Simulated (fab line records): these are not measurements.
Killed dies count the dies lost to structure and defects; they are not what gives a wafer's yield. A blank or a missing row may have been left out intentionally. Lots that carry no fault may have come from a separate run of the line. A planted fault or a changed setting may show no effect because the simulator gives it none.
One fault through the eyes of 2 desks / flow gf180mcu / every desk sees just its own numbers, and what lay behind them comes last

== METROLOGY DESK ==
What the gauges read, lot by lot, whatever tool the lot ran on: means of the sampled wafers that have a number. If a lot's mean is further than 4 standard deviations from the usual mean, the lot is out of limits and carries the mark OUT (the distance appears in the brackets). 7 of its 9 readings are shown, namely those furthest out on some lot.
Columns: A = V3_W_RS at GF_V3_RS_MEAS_24, usual 0.327 ohm/sq; B = V3_W_THK at GF_V3_THK_MEAS_25, usual 361 nm; C = M4_ALCU_THK at GF_M4_THK_MEAS_06, usual 452 nm; D = cdNm at GF_M4_CD_MEAS_14, usual 280.3 nm; E = M4_OVL at GF_M4_OVL_MEAS_15, usual 1 nm; F = V4_CVD_00_THK at GF_V4_THK_MEAS_01, usual 601 nm; G = V4_CVD_02_THK at GF_V4_THK_MEAS_03, usual 855 nm
lot=L806; first seen here=day 23 01:11; A=0.322; B=356; C=449; D=279.6; E=5; F=589; G=840
lot=L809; first seen here=day 24 11:22; A=0.325; B=355; C=453; D=281.6; E=-3; F=606; G=862
lot=L818; first seen here=day 26 20:52; A=0.324; B=364; C=453; D=280.2; E=11; F=602; G=845
lot=L822; first seen here=day 28 03:20; A=0.327; B=366; C=452; D=279.9; E=10; F=599; G=857
lot=L825; first seen here=day 28 13:05; A=0.327; B=367; C=448; D=279.9; E=3; F=599; G=866
Result from this desk: across the 5 lots, nothing is out of limits.

== FOR THE TOOL OWNER'S DESK: pvdSputter-03 ==
The tool's own readings at GF_M4_SPUTTER_04 (material TiN, target thk 50 nm, time 41.7 s): means of the sampled wafers that have a number, for each lot that ran on this tool. If a lot's mean is further than 4 standard deviations from the usual mean, the lot is out of limits and carries the mark OUT (the distance appears in the brackets).
Columns: A = throttleValvePct at GF_M4_SPUTTER_04, usual 30.0 %
lot=L806; first seen here=day 23 01:51; A=30.6
lot=L818; first seen here=day 26 21:31; A=30.7
Result from this desk: across the 2 lots, nothing is out of limits.

== BROUGHT TOGETHER ==
Metrology desk: nothing out of limits seen.
Nothing out of limits was seen by the tool owner's desk.

== WHAT WAS PUT IN BY THE SIMULATOR ==
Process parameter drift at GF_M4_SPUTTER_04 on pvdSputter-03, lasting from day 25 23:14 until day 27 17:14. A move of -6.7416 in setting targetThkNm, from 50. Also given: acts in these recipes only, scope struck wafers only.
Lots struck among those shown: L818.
